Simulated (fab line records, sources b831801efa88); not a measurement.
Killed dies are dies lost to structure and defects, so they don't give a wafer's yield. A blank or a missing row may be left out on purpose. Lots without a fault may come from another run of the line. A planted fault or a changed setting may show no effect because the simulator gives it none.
fab line records | flow sky130
record lots=12 wafers=36 last_day=50
route steps=708 shown METAL3@536 VIA3@585 METAL4@600 PAD_OPEN@702
lots that met no fault: from a run of the same line without faults
start_h: hours from the record's first day to the start of the lot's first wafer shown | wait_h: hours since the lot's step before | " the same as in the row above | L1.1+2: a row that stands for several wafers | - no value, or no start given | * or withheld: withheld | < > ~ a bound
route shown NAME@n: a module of which the file shows steps, and the number in the route of the first | usual: mean/standard deviation of fault-free wafers | same: alike in all rows | chamber/n: place in a boat | sites: the reading at each site | _std_site: their standard deviation | _edge_site: outer sites' mean less inner sites' | radius_mm: how far each site lies from the wafer's centre | mask NAME#n: copy n | behind: the tool/chamber that last shaped the wafer | hold: why the lot was held/for how many hours/how that ended | device: the transistor (n, p or np) that didn't switch | end of line: the same wafers' tests at the end of the route | a step without rows: its recipe alone | killed: dies lost to structure and defects at the first sort, not the wafer's yield | map: a wafer's dies, x killed, . not, _ none there
set.NAME: the setting as run; set.NAME@STEP: as run at that earlier step | model.NAME: the simulator's own value behind a step, which no gauge read
steps of the route over a sample of lots; a table a step, a row a wafer
services: from which hour (start_h, from the record's first day; less than 0 if before it) a tool's chamber was out of use, for how many hours, and why
## steps
# step SKY_METAL3_SPUTTER_04
# recipe material=TiN target_thk_nm=70 power_w=6500 time_s=58.3 chamber_pressure_pa=0.4
# usual throttle_valve_pct=30.3/0.87
# columns lot.wafer tool chamber start_h wait_h throttle_valve_pct
L713.2 pvd_sputter-02 - 843.49 0.0 30.2
L713.5 " - " " 30.7
L713.6 " - " " 30.0
L716.1 pvd_sputter-02 - 867.22 0.0 29.9
L716.3 " - " " 29.9
L716.4 " - " " 31.1
L717.1 pvd_sputter-04 - 877.49 0.0 30.3
L717.2 " - " " 28.7
L717.5 " - " " 31.1
L719.1 pvd_sputter-02 - 892.59 0.0 30.7
L719.2 " - " " 30.9
L719.6 " - " " 30.8
L720.1 pvd_sputter-02 - 903.38 0.0 31.1
L720.2 " - " " 29.8
L720.5 " - " " 31.0
L721.1 pvd_sputter-02 - 923.95 0.0 30.0
L721.4 " - " " 31.1
L721.6 " - " " 31.3
L724.1 pvd_sputter-02 - 935.96 0.0 30.2
L724.4 " - " " 30.9
L724.6 " - " " 31.1
L723.2 pvd_sputter-02 - 937.65 0.0 31.2
L723.3 " - " " 30.3
L723.6 " - " " 30.4
L725.2 pvd_sputter-04 - 945.70 0.0 30.6
L725.3 " - " " 28.3
L725.6 " - " " 30.4
L733.3 pvd_sputter-02 - 989.97 0.0 30.1
L733.4 " - " " 30.0
L733.6 " - " " 30.1
L734.2 pvd_sputter-03 - 997.17 0.0 29.3
L734.4 " - " " 29.8
L734.5 " - " " 29.8
L735.1 pvd_sputter-03 - 1004.60 0.0 31.5
L735.3 " - " " 29.3
L735.5 " - " " 31.4
# step SKY_VIA3_CD_MEAS_12
# recipe target_cd_nm=200
# usual cd_nm=200.2/1.6
# columns lot.wafer tool chamber start_h wait_h cd_nm
L713.2 cd_sem-01 - 921.97 - 202.1
L713.5 " - " " 202.7
L713.6 " - " " 202.5
L716.1 cd_sem-01 - 943.89 - 200.7
L716.3 " - " " 201.0
L716.4 " - " " 201.3
L717.1 cd_sem-01 - 954.06 - 200.3
L717.2 " - " " 200.2
L717.5 " - " " 201.5
L719.1 cd_sem-01 - 967.63 - 202.5
L719.2 " - " " 200.6
L719.6 " - " " 201.3
L720.1 cd_sem-01 - 978.91 - 198.3
L720.2 " - " " 198.8
L720.5 " - " " 199.4
L721.1 cd_sem-01 - 997.01 - 198.3
L721.4 " - " " 199.0
L721.6 " - " " 199.2
L724.1 cd_sem-02 - 1009.51 - 198.7
L724.4 " - " " 197.4
L724.6 " - " " 198.0
L723.2 cd_sem-02 - 1010.88 - 199.4
L723.3 " - " " 200.0
L723.6 " - " " 198.9
L725.2 cd_sem-01 - 1020.23 - 199.1
L725.3 " - " " 198.6
L725.6 " - " " 197.7
L733.3 cd_sem-01 - 1059.55 - 197.8
L733.4 " - " " 198.1
L733.6 " - " " 197.2
L734.2 cd_sem-02 - 1066.53 - 202.6
L734.4 " - " " 201.8
L734.5 " - " " 202.2
L735.1 cd_sem-02 - 1073.91 - 199.0
L735.3 " - " " 198.4
L735.5 " - " " 200.4
# step SKY_METAL4_SPUTTER_02
# recipe material=AlCu target_thk_nm=735 power_w=10600 time_s=39.1 chamber_pressure_pa=0.4
# usual throttle_valve_pct=30.1/0.96
# columns lot.wafer tool chamber start_h wait_h throttle_valve_pct
L713.2 pvd_sputter-03 - 923.58 0.0 29.9
L713.5 " - " " 29.9
L713.6 " - " " 29.3
L716.1 pvd_sputter-03 - 945.90 0.0 30.1
L716.3 " - " " 29.2
L716.4 " - " " 31.1
L717.1 pvd_sputter-01 - 955.65 0.0 30.7
L717.2 " - " " 31.7
L717.5 " - " " 30.3
L719.1 pvd_sputter-01 - 969.19 0.0 31.5
L719.2 " - " " 30.2
L719.6 " - " " 31.6
L720.1 pvd_sputter-03 - 980.57 0.0 29.4
L720.2 " - " " 29.8
L720.5 " - " " 31.3
L721.1 pvd_sputter-04 - 998.57 0.0 29.9
L721.4 " - " " 28.0
L721.6 " - " " 30.4
L724.1 pvd_sputter-03 - 1011.08 0.0 29.4
L724.4 " - " " 31.7
L724.6 " - " " 29.5
L723.2 pvd_sputter-03 - 1012.43 0.0 29.5
L723.3 " - " " 30.0
L723.6 " - " " 29.3
L725.2 pvd_sputter-03 - 1021.80 0.0 30.2
L725.3 " - " " 29.7
L725.6 " - " " 29.5
L733.3 pvd_sputter-03 - 1061.28 0.0 29.9
L733.4 " - " " 31.2
L733.6 " - " " 29.8
L734.2 pvd_sputter-03 - 1068.07 0.0 31.5
L734.4 " - " " 29.3
L734.5 " - " " 29.4
L735.1 pvd_sputter-03 - 1075.90 0.0 31.4
L735.3 " - " " 29.6
L735.5 " - " " 29.9
# step SKY_PAD_OPEN_STRIP_08
# recipe chemistry=O2/N2 power_w=1400 pressure_mtorr=1500 platen_temp_c=withheld overash_fraction=0.7 o2_flow_sccm=3000 n2_flow_sccm=300
# usual chamber_pressure_mTorr=1500.0/1.3 drypump_motor_current_A=5.5/0.37 oes_product_au=0.663/0.005 strip_time_to_endpoint_s=37.08/0.12
# same overash_fraction=0.7
# columns lot.wafer tool chamber start_h wait_h chamber_pressure_mTorr drypump_motor_current_A oes_product_au rf_hours_counter_h strip_time_to_endpoint_s
L713.2 plasma_asher-02 1 1066.26 0.1 1497.6 5.8 0.660 64 36.98
L713.5 " 0 " " 1500.2 5.4 0.655 - 37.20
L713.6 " 1 " " 1499.6 5.8 0.661 - 37.10
L716.1 plasma_asher-03 0 1085.12 0.1 1498.7 6.1 0.659 1 37.18
L716.3 " 1 " " 1499.3 5.5 0.665 - 37.15
L716.4 " 0 " " 1501.2 6.1 0.657 - 37.16
L717.1 plasma_asher-02 1 1095.36 0.1 1502.0 5.7 0.663 67 37.06
L717.2 " 0 " " 1500.4 5.4 0.663 67 37.10
L717.5 " 1 " " 1499.7 5.7 0.668 - 37.05
L719.1 plasma_asher-02 0 1104.97 0.1 1500.3 5.4 0.661 68 37.00
L719.2 " 1 " " 1500.0 5.7 0.657 68 36.92
L719.6 " 0 " " 1502.2 5.5 0.664 - 36.82
L720.1 plasma_asher-04 1 1115.32 0.1 1500.9 4.7 0.669 100 36.95
L720.2 " 0 " " 1498.3 5.2 0.663 100 36.96
L720.5 " 0 " " 1498.7 5.2 0.661 - 36.90
L721.1 plasma_asher-03 1 1129.72 0.1 1500.2 5.5 0.668 5 37.17
L721.4 " 0 " " 1502.2 6.1 0.660 - 37.24
L721.6 " 1 " " 1499.6 5.5 0.653 - 37.16
L724.1 plasma_asher-04 0 1141.32 0.1 1499.3 5.2 0.664 102 37.13
L724.4 " 1 " " 1499.7 4.7 0.662 - 37.30
L724.6 " 0 " " 1500.9 5.2 0.661 - 37.03
L723.2 plasma_asher-04 0 1142.36 0.1 1500.9 5.2 0.658 102 37.06
L723.3 " 0 " " 1499.6 5.2 0.659 - 37.22
L723.6 " 1 " " 1499.4 4.7 0.659 - 37.20
L725.2 plasma_asher-02 0 1149.46 0.1 1499.6 5.5 0.664 72 37.17
L725.3 " 0 " " 1500.1 5.5 0.677 - 37.29
L725.6 " 1 " " 1500.2 5.7 0.667 - 37.09
L733.3 plasma_asher-03 1 1180.60 0.1 1499.6 5.5 0.654 - 37.01
L733.4 " 0 " " 1499.6 6.1 0.662 - 37.02
L733.6 " 1 " " 1498.8 5.5 0.660 - 37.09
L734.2 plasma_asher-04 1 1185.37 0.1 1499.0 4.7 0.674 107 37.22
L734.4 " 0 " " 1499.2 5.2 0.659 - 37.22
L734.5 " 1 " " 1498.4 4.7 0.663 - 37.16
L735.1 plasma_asher-03 1 1192.42 0.1 1498.4 5.6 0.660 11 36.99
L735.3 " 0 " " 1499.7 6.0 0.660 - 37.00
L735.5 " 1 " " 1500.3 5.5 0.660 - 36.97
# step SKY_PAD_OPEN_PROBE_99
# usual defect_limited_yield=82.5/1.8 killed_at_M0_to_M3=42/6.6 killed_at_M4_up=3.0/1.8 killed_at_contacts=25/5.1 killed_at_front_end=15/4.4 killed_at_other=0.3/0.56 killed_dies=86/8.6 killed_open=47/6.9 killed_short=38/6 sort_bin_3_pad_short=0.8/0.42 sort_bin_5_function=10.6/1.5 sort_bin_6_memory=6.1/1.1 sort_n_pass=406/8.6 sort_yield_pct=82.5/1.8
# same gross_dies=492 killed_at_back_side=0 sort_bin_4_leakage[%]=0 sort_bin_8_speed[%]=0
# columns lot.wafer tool chamber start_h wait_h defect_limited_yield[%] killed_at_M0_to_M3 killed_at_M4_up killed_at_contacts killed_at_front_end killed_at_other killed_dies killed_open killed_short sort_bin_3_pad_short[%] sort_bin_5_function[%] sort_bin_6_memory[%] sort_n_pass sort_yield_pct[%]
L733.3 prober-01 - 1182.91 0.2 74.6 45 43 24 13 0 125 44 38 2.2 16.1 7.1 367 74.6
L733.4 prober-01 - 1182.96 0.2 75.8 34 48 21 14 2 119 46 31 2.4 16.1 5.7 373 75.8
L733.6 prober-01 - 1183.06 0.2 77.6 30 44 23 12 1 110 40 28 1.6 15.4 5.3 382 77.6
L734.2 prober-02 - 1187.64 0.1 73.2 42 47 27 16 0 132 47 40 2.0 17.3 7.5 360 73.2
L734.4 prober-02 - 1187.74 0.2 77.2 34 47 19 11 1 112 31 35 1.8 16.5 4.5 380 77.2
L734.5 prober-02 - 1187.79 0.2 70.7 50 49 31 14 0 144 59 36 2.2 20.9 6.1 348 70.7
L735.1 prober-01 - 1194.63 0.1 73.6 46 54 16 14 0 130 49 31 2.4 17.1 6.9 362 73.6
L735.3 prober-01 - 1194.73 0.2 75.6 34 51 23 12 0 120 38 32 3.0 14.8 6.5 372 75.6
L735.5 prober-01 - 1194.83 0.2 74.0 38 49 29 10 2 128 41 41 4.1 15.0 6.9 364 74.0
# killed by level:class
L733.3 METAL4:unspecified=43 VIA1:geometric_particle:open=10 CONTACT:geometric_particle:open=7 LOCAL_INTERCONNECT:geometric_particle:short=6 POLY_GATE:geometric_particle:open=5 VIA1:geometric_particle:short=5 LI_CONTACT:geometric_particle:open=4 CONTACT:geometric_particle:short=4
L733.4 METAL4:unspecified=42 VIA2:geometric_particle:open=10 VIA1:geometric_particle:open=9 LI_CONTACT:geometric_particle:open=6 CONTACT:geometric_particle:open=6 METAL4:geometric_particle:short=6 CONTACT:geometric_particle:short=5 VIA3:geometric_particle:open=5
L733.6 METAL4:unspecified=42 LI_CONTACT:geometric_particle:open=8 CONTACT:geometric_particle:open=7 FIELD_ISO:geometric_particle:short=6 VIA1:geometric_particle:open=6 METAL2:geometric_particle:short=5 VIA2:geometric_particle:open=5 LI_CONTACT:geometric_particle:short=4
L734.2 METAL4:unspecified=45 LI_CONTACT:geometric_particle:open=9 VIA1:geometric_particle:open=9 CONTACT:geometric_particle:open=8 FIELD_ISO:geometric_particle:short=7 VIA3:geometric_particle:open=7 VIA2:geometric_particle:open=5 CONTACT:geometric_particle:short=5
L734.4 METAL4:unspecified=46 VIA1:geometric_particle:open=9 CONTACT:geometric_particle:open=7 METAL1:geometric_particle:short=6 VIA2:geometric_particle:open=6 CONTACT:geometric_particle:short=5 LOCAL_INTERCONNECT:geometric_particle:short=5 FIELD_ISO:geometric_particle:short=4
L734.5 METAL4:unspecified=49 VIA1:geometric_particle:open=13 CONTACT:geometric_particle:open=12 VIA2:geometric_particle:open=9 VIA3:geometric_particle:open=7 CONTACT:geometric_particle:short=7 FIELD_ISO:geometric_particle:open=6 LI_CONTACT:geometric_particle:open=6
L735.1 METAL4:unspecified=50 VIA1:geometric_particle:open=14 VIA2:geometric_particle:open=10 CONTACT:geometric_particle:open=6 VIA3:geometric_particle:open=6 POLY_GATE:geometric_particle:open=5 LOCAL_INTERCONNECT:geometric_particle:short=5 METAL2:geometric_particle:short=5
L735.3 METAL4:unspecified=50 CONTACT:geometric_particle:open=11 VIA3:geometric_particle:open=6 VIA1:geometric_particle:short=6 LOCAL_INTERCONNECT:geometric_particle:short=5 VIA1:geometric_particle:open=5 VIA2:geometric_particle:open=5 POLY_GATE:geometric_particle:short=4
L735.5 METAL4:unspecified=46 VIA1:geometric_particle:open=10 CONTACT:geometric_particle:open=9 CONTACT:geometric_particle:short=8 VIA3:geometric_particle:open=6 VIA2:geometric_particle:short=6 POLY_GATE:geometric_particle:short=4 LI_CONTACT:geometric_particle:open=4
## services
# columns tool chamber start_h hours kind
pvd_sputter-04 - 824.54 15.2 repair
pvd_sputter-04 - 845.26 5.4 repair
pvd_sputter-04 - 848.16 11.0 repair
pvd_sputter-03 - 856.92 1.0 repair
plasma_asher-03 - 881.01 1.7 repair
plasma_asher-04 - 897.69 3.1 repair
pvd_sputter-02 - 906.10 0.5 repair
pvd_sputter-03 - 916.19 1.5 repair
pvd_sputter-03 1 934.41 - consumable_replace:kit
pvd_sputter-03 1 934.41 18.0 scheduled_down
pvd_sputter-03 1 934.41 18.0 vent_cycle
pvd_sputter-01 - 935.25 5.0 repair
pvd_sputter-04 - 991.57 2.5 repair
plasma_asher-03 - 1015.61 2.8 pm
plasma_asher-03 - 1053.02 14.6 pm
plasma_asher-03 - 1067.62 9.0 pm
pvd_sputter-03 0 1068.17 - consumable_replace:kit
pvd_sputter-03 0 1068.17 18.0 scheduled_down
pvd_sputter-03 0 1068.17 18.0 vent_cycle
plasma_asher-03 - 1126.39 1.3 repair
plasma_asher-02 - 1142.79 4.1 repair
pvd_sputter-02 - 1153.58 1.0 repair
pvd_sputter-03 3 1153.59 - consumable_replace:kit
pvd_sputter-03 - 1180.91 0.5 repair
## key
first_sign step=SKY_PAD_OPEN_PROBE_99 reading=killed_at_M4_up direction=up sigmas=26 usual=3.0 struck=48
effect step=SKY_PAD_OPEN_PROBE_99 reading=sort_n_pass direction=down sigmas=4.5 usual=406 struck=368
met_at SKY_METAL4_SPUTTER_02
struck_lots L733,L734,L735
not_acting_at SKY_METAL3_SPUTTER_04,SKY_VIA3_CD_MEAS_12,SKY_PAD_OPEN_STRIP_08
onset_between 1021.80 1061.28
also_fits time
fault kind=chamber_particle_source tool=pvd_sputter-03 chamber=- onset_h=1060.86 steps=SKY_METAL4_SPUTTER_02 rate_per_visit_cm2=0.63886 end_h=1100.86
